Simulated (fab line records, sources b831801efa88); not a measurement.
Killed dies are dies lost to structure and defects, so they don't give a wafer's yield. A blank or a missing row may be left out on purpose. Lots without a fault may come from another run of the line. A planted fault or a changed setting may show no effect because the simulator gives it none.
Which tool did it? | flow gf180mcu | 15 lots, 45 wafers sampled, at 4 steps of a route of 602

WHAT THE GAUGES READ, wafer by wafer
GF_M4_OVL_MEAS_15. Usual: M4_OVL 2 nm, standard deviation 5.5.
lot  | measured     | on         | M4_OVL (nm) | flag
L963 | day 24 11:37 | overlay-01 | 10 8 3      |
L964 | day 24 14:02 | overlay-02 | -10 -5 -12  |
L965 | day 24 19:59 | overlay-02 | 6 3 5       |
L966 | day 25 10:23 | overlay-02 | -1 2 0      |
L968 | day 26 02:38 | overlay-01 | 2 2 6       |
L969 | day 26 05:50 | overlay-01 | 3 4 6       |
L970 | day 26 09:53 | overlay-02 | 6 -2 3      |
L971 | day 26 15:12 | overlay-01 | -2 -1 -5    |
L976 | day 28 09:12 | overlay-01 | -2 3 -4     |
L982 | day 30 02:38 | overlay-01 | -2 3 4      |
L983 | day 30 04:02 | overlay-01 | -8 -5 -7    |
L984 | day 30 08:10 | overlay-01 | -7 -2 -2    |

WHICH TOOL RAN EACH LOT (tool, then ch and the chambers of the sampled wafers, then the start)
lot  | GF_CONTACT_EXPOSE_11              | GF_M4_SPUTTER_01             | GF_M4_SPUTTER_04
L963 | krf_scanner-02 ch 0, day 16 17:52 | pvd_sputter-03, day 23 13:35 | pvd_sputter-03, day 23 13:41
L964 | krf_scanner-02 ch 0, day 16 18:25 | pvd_sputter-03, day 23 15:47 | pvd_sputter-03, day 23 15:53
L965 | krf_scanner-02 ch 0, day 17 02:49 | pvd_sputter-02, day 23 22:10 | pvd_sputter-02, day 23 22:15
L966 | krf_scanner-01 ch 0, day 17 15:53 | pvd_sputter-02, day 24 12:43 | pvd_sputter-02, day 24 12:48
L968 | krf_scanner-01 ch 0, day 18 08:44 | pvd_sputter-02, day 25 06:01 | pvd_sputter-02, day 25 06:06
L969 | krf_scanner-02 ch 0, day 18 15:05 | pvd_sputter-02, day 25 09:23 | pvd_sputter-02, day 25 09:28
L970 | krf_scanner-02 ch 0, day 18 19:49 | pvd_sputter-03, day 25 12:41 | pvd_sputter-03, day 25 12:46
L971 | krf_scanner-02 ch 0, day 19 05:13 | pvd_sputter-02, day 25 18:43 | pvd_sputter-02, day 25 18:48
L972 | krf_scanner-01, day 19 13:56      | -                            | -
L973 | krf_scanner-02, day 20 02:57      | -                            | -
L974 | krf_scanner-02, day 20 12:22      | -                            | -
L976 | krf_scanner-02 ch 0, day 21 04:16 | pvd_sputter-03, day 27 12:51 | pvd_sputter-03, day 27 12:56
L982 | krf_scanner-01 ch 0, day 23 06:10 | pvd_sputter-02, day 29 07:47 | pvd_sputter-02, day 29 07:52
L983 | krf_scanner-01 ch 0, day 23 07:50 | pvd_sputter-04, day 29 08:50 | pvd_sputter-04, day 29 08:56
L984 | krf_scanner-01 ch 0, day 23 13:01 | pvd_sputter-04, day 29 13:22 | pvd_sputter-04, day 29 13:27
- GF_CONTACT_EXPOSE_11: exposes mask Contact, target cd 220 nm.
- GF_M4_SPUTTER_01: material TiN, target thk 30 nm, time 25 s.
- GF_M4_SPUTTER_04: material TiN, target thk 50 nm, time 41.7 s.

WHAT THE TOOLS THEMSELVES READ (means of the sampled wafers that have a number; where no wafer has one, the mark that the record gives instead)
GF_CONTACT_EXPOSE_11. Usual: exposure_dose_mJ_cm2 38.00, standard deviation 0.037; focus_offset_nm 0.1 nm, standard deviation 0.5; stage_vel_mm_s 499.97 mm/s, standard deviation 0.26.
lot  | tool           | exposure_dose_mJ_cm2 | focus_offset_nm (nm) | stage_vel_mm_s (mm/s) | flag
L963 | krf_scanner-02 | 37.96                | -0.1                 | 500.04                |
L964 | krf_scanner-02 | 38.01                | 0.5                  | 499.71                |
L965 | krf_scanner-02 | 37.99                | 0.7                  | 500.30                |
L966 | krf_scanner-01 | 38.02                | -0.1                 | 499.94                |
L968 | krf_scanner-01 | 37.99                | 0.1                  | 499.78                |
L969 | krf_scanner-02 | 38.02                | 0.2                  | 499.90                |
L970 | krf_scanner-02 | 38.02                | 0.2                  | 500.13                |
L971 | krf_scanner-02 | 37.99                | 0.8                  | 499.84                |
L972 | krf_scanner-01 | -                    | -                    | -                     | OFF
L973 | krf_scanner-02 | -                    | -                    | -                     | OFF
L974 | krf_scanner-02 | -                    | -                    | -                     | OFF
L976 | krf_scanner-02 | 37.99                | 0.6                  | 500.28                |
L982 | krf_scanner-01 | 38.00                | 0.3                  | 500.06                |
L983 | krf_scanner-01 | 38.00                | 0.4                  | 500.12                |
L984 | krf_scanner-01 | 37.97                | 0.2                  | 500.05                |

GF_M4_SPUTTER_01. Usual: cathode_dc_power_W 6499.9 W, standard deviation 1.2; throttle_valve_pct 29.2 %, standard deviation 0.77.
lot  | tool           | cathode_dc_power_W (W) | throttle_valve_pct (%) | flag
L963 | pvd_sputter-03 | 6500.2                 | 29.1                   |
L964 | pvd_sputter-03 | 6501.2                 | 30.1                   |
L965 | pvd_sputter-02 | 6499.4                 | 29.0                   |
L966 | pvd_sputter-02 | 6499.8                 | 29.2                   |
L968 | pvd_sputter-02 | 6499.4                 | 29.0                   |
L969 | pvd_sputter-02 | 6499.6                 | 28.9                   |
L970 | pvd_sputter-03 | 6499.1                 | 29.1                   |
L971 | pvd_sputter-02 | 6500.8                 | 28.6                   |
L976 | pvd_sputter-03 | 6500.8                 | 29.4                   |
L982 | pvd_sputter-02 | 6500.5                 | 28.5                   |
L983 | pvd_sputter-04 | 6499.4                 | 29.7                   |
L984 | pvd_sputter-04 | 6500.5                 | 29.0                   |

GF_M4_SPUTTER_04. Usual: cathode_dc_power_W 6499.8 W, standard deviation 1.3; throttle_valve_pct 29.2 %, standard deviation 0.77.
lot  | tool           | cathode_dc_power_W (W) | throttle_valve_pct (%) | flag
L963 | pvd_sputter-03 | 6500.4                 | 28.9                   |
L964 | pvd_sputter-03 | 6500.4                 | 30.0                   |
L965 | pvd_sputter-02 | 6499.1                 | 28.9                   |
L966 | pvd_sputter-02 | 6501.0                 | 29.2                   |
L968 | pvd_sputter-02 | 6500.3                 | 29.2                   |
L969 | pvd_sputter-02 | 6499.8                 | 28.9                   |
L970 | pvd_sputter-03 | 6500.9                 | 28.9                   |
L971 | pvd_sputter-02 | 6500.4                 | 28.4                   |
L976 | pvd_sputter-03 | 6499.3                 | 29.5                   |
L982 | pvd_sputter-02 | 6499.9                 | 28.7                   |
L983 | pvd_sputter-04 | 6500.6                 | 29.9                   |
L984 | pvd_sputter-04 | 6500.0                 | 29.1                   |

THE ANSWER, worked out from the rows above alone
Rule: a lot is off if the mean of its wafers that have a number lies more than 3 standard deviations from the usual mean. A lot without any number at a reading at which 4 lots or more have one is off too. The other lots that the step has rows for count as sound. The gauges are gone through in route order, then the tools' own readings, and for those a lot's mean is taken as printed above. The first step at which some lot is off is used, and at that step the reading that is off furthest; a lot without a number counts as furthest.
Off: L972, L973, L974, at GF_CONTACT_EXPOSE_11 (exposure_dose_mJ_cm2). Without a number there: L972, L973, L974.
A tool fits if, at that step or a process step before it, it ran every lot that is off, and no sound lot after the first of them. None of those tried fits.

WHAT THE SIMULATOR HAD PUT IN
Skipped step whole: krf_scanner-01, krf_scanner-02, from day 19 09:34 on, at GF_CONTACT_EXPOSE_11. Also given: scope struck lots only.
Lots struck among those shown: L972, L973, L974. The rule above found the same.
